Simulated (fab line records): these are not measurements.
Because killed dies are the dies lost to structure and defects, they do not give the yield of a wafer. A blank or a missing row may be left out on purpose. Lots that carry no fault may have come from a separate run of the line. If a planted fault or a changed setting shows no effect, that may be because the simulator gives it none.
A struck lot beside a sound one -- flow sky130 -- 32 steps out of a route of 708
Sound: these wafers, L353.3, L353.4, L353.6. Wafers L367.1, L367.5, L367.6 were the ones struck. The cause is named last.
At each step with rows: each side's tool, then ch and its chambers, then its first start. Under that, the readings that differ: sound wafers -- struck wafers -- difference of the means -- sigmas: that difference in standard deviations of wafers without a fault.
alike: readings whose means differ by less than 2 such deviations, and words and numbers that are the same on both sides. not compared: withheld readings, readings that some wafer has no value for, bounds like >300 that may hide the same value, and numbers for which the record gives no deviation and whose values overlap.
The two part at a step that has a row with sigmas, a row that says differs or no value, or rows on one side only. Numbers that have no deviation but don't overlap get no sigmas and don't part them. A reading that every wafer of one side lacks parts them only if that side has two wafers or more.

SKY_PWDE_OVL_MEAS_07:
  sound on overlay-02, day 3 21:14; struck on overlay-02, day 7 01:56
  alike: PWDE_OVL
next, for these wafers, 1 step has no rows: SKY_PWDE_IMPLANT_08.
SKY_PWDE_STRIP_09: strips in O2/N2.
  sound on plasmaAsher-04 ch 0,1, day 3 21:27; struck on plasmaAsher-03 ch 0,1, day 7 02:07
  alike: drypumpMotorCurrentA, o2FlowSccm, oesProductAu, stripTimeToEndpointS
  not compared: rfHoursCounterH
SKY_PWDE_TW_MEAS_10:
  sound on filmMetro-02, day 3 21:32; struck on filmMetro-01, day 7 02:13
  alike: PWDE_TW
then, 7 steps without rows for these wafers: SKY_NWELL_DEHYDRATE_03 (time 60 s); SKY_NWELL_HMDS_04 (prime time 60 s); SKY_NWELL_COAT_05 (resist thk 3000 nm); SKY_NWELL_SOFTBAKE_06; SKY_NWELL_EXPOSE_07 (exposes mask NWM, target cd 840 nm); SKY_NWELL_PEB_08; SKY_NWELL_DEVELOP_09 (develop time 60 s).
SKY_NWELL_OVL_MEAS_10:
  sound on overlay-01, day 4 15:17; struck on overlay-01, day 7 22:26
  alike: NWELL_00_OVL
SKY_NWELL_IMPLANT_11:
  sound on implanter-02 ch 0, day 4 15:22; struck on implanter-02 ch 0, day 7 22:28
reading,sound,struck,difference,sigmas
beamEnergyKeV,399.91 399.95 400.00,457.24 457.21 457.12,+57.24,+99 or more
model.implant.rpNm (nm),490.7 490.7 490.7,559.6 559.6 559.6,+68.9,
model.implant.drpNm (nm),116.9 116.9 116.9,124.9 124.9 124.9,+8.0,
  alike: endStationPressureTorr
then, 2 steps without rows for these wafers: SKY_NWELL_IMPLANT_12; SKY_NWELL_IMPLANT_13.
SKY_NWELL_STRIP_14: strips in O2/N2.
  sound on plasmaAsher-01 ch 0,1, day 4 15:48; struck on plasmaAsher-02 ch 0,1, day 7 22:55
  alike: drypumpMotorCurrentA, o2FlowSccm, oesProductAu, stripTimeToEndpointS
  not compared: rfHoursCounterH
SKY_NWELL_TW_MEAS_15:
  sound on filmMetro-01, day 4 15:53; struck on filmMetro-01, day 7 23:01
  alike: NWELL_TW
then, 7 steps without rows for these wafers: SKY_NWELL_DEHYDRATE_16 (time 60 s); SKY_NWELL_HMDS_17 (prime time 60 s); SKY_NWELL_COAT_18 (resist thk 3000 nm); SKY_NWELL_SOFTBAKE_19; SKY_NWELL_EXPOSE_20 (exposes mask NWM COMPLEMENT, target cd 840 nm); SKY_NWELL_PEB_21; SKY_NWELL_DEVELOP_22 (develop time 60 s).
SKY_NWELL_OVL_MEAS_23:
  sound on overlay-01, day 5 09:18; struck on overlay-02, day 8 19:53
  alike: NWELL_01_OVL
next, for these wafers, 1 step has no rows: SKY_NWELL_IMPLANT_24.
SKY_NWELL_STRIP_25: strips in O2/N2.
  sound on plasmaAsher-02 ch 0,1, day 5 09:31; struck on plasmaAsher-03 ch 0,1, day 8 20:04
  alike: drypumpMotorCurrentA, o2FlowSccm, oesProductAu, stripTimeToEndpointS
  not compared: rfHoursCounterH
SKY_NWELL_TW_MEAS_26:
  sound on filmMetro-01, day 5 09:35; struck on filmMetro-04, day 8 20:10
  alike: NWELL_2_TW
then, 1 step without rows for these wafers: SKY_NWELL_CLEAN_27 (cleans in SC1/SC2, time 150 s).
SKY_NWELL_RTA_28: time 30 s.
  sound on rtpAnneal-01 ch 0, day 5 09:43; struck on rtpAnneal-02 ch 0, day 8 20:17
  alike: lampPowerPct, wafer_temp_C_max
SKY_NWELL_RS_MEAS_29: measurement is done with a four-point probe.
  sound on filmMetro-04, day 5 09:49; struck on filmMetro-01, day 8 20:44
reading,sound,struck,difference,sigmas
NWELL_RS (ohm/sq),623.7 622.7 624.1,605.6 606.4 604.3,-18.1,-12
  not compared: hold
-- the record jumps here: 41 days lie between the struck wafers' starts before and after (it left off in module NWELL and takes up again in module PAD_OPEN, whose first step shown is number 708 of the route) --
SKY_PAD_OPEN_PROBE_99:
  sound on prober-02, day 46 06:11; struck on prober-02, day 49 21:28
reading,sound,struck,difference,sigmas
model.etest.nfet_16v.rOnOhmUm,1.414e+04 1.408e+04 1.408e+04,1.565e+04 1.538e+04 1.575e+04,+1.493e+03,
model.etest.resNwell.lineOhmUm,1120 1135 1123,932.6 907.8 916.7,-207.0,
model.etest.resNwell.rsOhmSq,950.5 964.4 956.4,812 777.7 783.9,-166,
model.etest.pfetG5v0d10v5.rOnOhmUm,4830 4774 4805,4698 4656 4773,-94,
model.etest.tip_p_5v.rsOhmSq,2859 2869 2833,2774 2761 2779,-82,
model.etest.pfet_16v.driveUaUm,243.8 245.9 243.6,251.4 265.2 257.6,+13.6,
model.etest.pfetG5v0d10v5.driveUaUm,334.8 342.4 340.6,349.8 360.2 346.8,+13.0,
model.etest.nfet_16v.driveUaUm,220.9 220.4 222.4,210.2 216.4 210.5,-8.9,
  alike: killed_at_M0_to_M3, killed_at_M4_up, killedAtContacts, killedAtFrontEnd, killedAtOther, killedDies, killedOpen, killedShort

## WHERE THEY PART
At SKY_NWELL_IMPLANT_11 first; at SKY_NWELL_RS_MEAS_29 last (within this record only). Later steps at which nothing parts them and some readings are alike: SKY_PAD_OPEN_PROBE_99.

WHY: the cause the simulator had injected
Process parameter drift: implanter-02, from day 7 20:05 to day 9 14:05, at SKY_NWELL_IMPLANT_11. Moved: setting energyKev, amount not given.
